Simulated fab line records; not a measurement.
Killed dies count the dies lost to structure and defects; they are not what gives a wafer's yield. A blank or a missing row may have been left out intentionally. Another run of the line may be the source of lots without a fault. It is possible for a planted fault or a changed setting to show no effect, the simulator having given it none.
A struck lot beside a sound one + flow gf180mcu + 15 steps out of a route of 602
Sound: wafers L696.3, L696.5, L696.6. Wafers struck: L710.1, L710.4, L710.5. The cause comes at the end.
Each step with rows lists, per side, the tool, then ch with its chambers, then its first start. Under that, the readings that differ: sound wafers + struck wafers + difference of the means + sigmas: that difference in standard deviations of wafers without a fault.
alike: a reading whose means differ by less than 2 such deviations, as well as words and numbers matching on both sides. not compared: withheld readings; readings where some wafer has no value; bounds like >300 that might hide an equal value; numbers whose values overlap and for which the record gives no deviation.
A row with sigmas, a row that says differs or no value, or rows on one side alone: a step with any of these is where the two part. Numbers that don't overlap but have no deviation are shown without sigmas and don't part them. A reading missing from all wafers of one side parts the sides only when that side holds two or more wafers.

GF_V4_CMP_04: polishes SiO2.
  sound on cmp-02 ch 2,3, day 23 19:26; struck on cmp-02 ch 1,2, day 28 18:51
  alike: motorCurrentA, timeToEndpointS
GF_V4_BOW_MEAS_05:
  sound on filmMetro-03 at day 23 19:44; struck on filmMetro-03 at day 28 19:09
  alike: V4_BOW
then, 8 steps without rows for these wafers: GF_V4_DEHYDRATE_06 (time 60 s); GF_V4_HMDS_07 (prime time 60 s); GF_V4_COAT_08; GF_V4_COAT_09 (resist thk 1000 nm); GF_V4_SOFTBAKE_10 (time 60 s); GF_V4_EXPOSE_11 (exposes mask Via4, target cd 260 nm); GF_V4_PEB_12 (peb time 90 s); GF_V4_DEVELOP_13 (develop time 60 s).
GF_V4_CD_MEAS_14: the cd target is 260 nm.
  sound on cdSem-01 at day 24 18:27; struck on cdSem-01 at day 29 13:37
  alike: cdNm
GF_V4_OVL_MEAS_15:
  sound on overlay-01 at day 24 18:32; struck on overlay-02 at day 29 13:44
| reading     | sound | struck   | difference | sigmas |
|-------------|-------|----------|------------|--------|
| V4_OVL (nm) | 7 7 1 | -9 -5 -2 | -10        | -2     |
GF_V4_ETCH_16: etches BARC in N2/H2.
  sound on rieDiel-01 ch 0,1, day 24 18:34; struck on rieDiel-02 ch 1,3, day 29 13:46
| reading                      | sound                | struck               | difference | sigmas      |
|------------------------------|----------------------|----------------------|------------|-------------|
| chamberPressureMTorr (mTorr) | 30.032 29.973 29.993 | 23.974 24.002 23.991 | -6.010     | -99 or more |
  alike: drypumpMotorCurrentA, oesProductAu, throttleValvePct
GF_V4_ETCH_17: etches SiO2 in C4F8/O2/Ar, stops on TiN, target depth 630 nm.
  sound on rieDiel-01 ch 0,1; struck on rieDiel-02 ch 1,3
  alike: chamberPressureMTorr, oesProductAu
GF_PASSIVATION_PROBE_99:
  the record holds rows for the sound wafers here (prober-02, day 29 08:18) but none for the struck ones

WHERE THEY PART
First at GF_V4_OVL_MEAS_15; last, within this record, at GF_PASSIVATION_PROBE_99.

WHY: whatever the simulator had introduced
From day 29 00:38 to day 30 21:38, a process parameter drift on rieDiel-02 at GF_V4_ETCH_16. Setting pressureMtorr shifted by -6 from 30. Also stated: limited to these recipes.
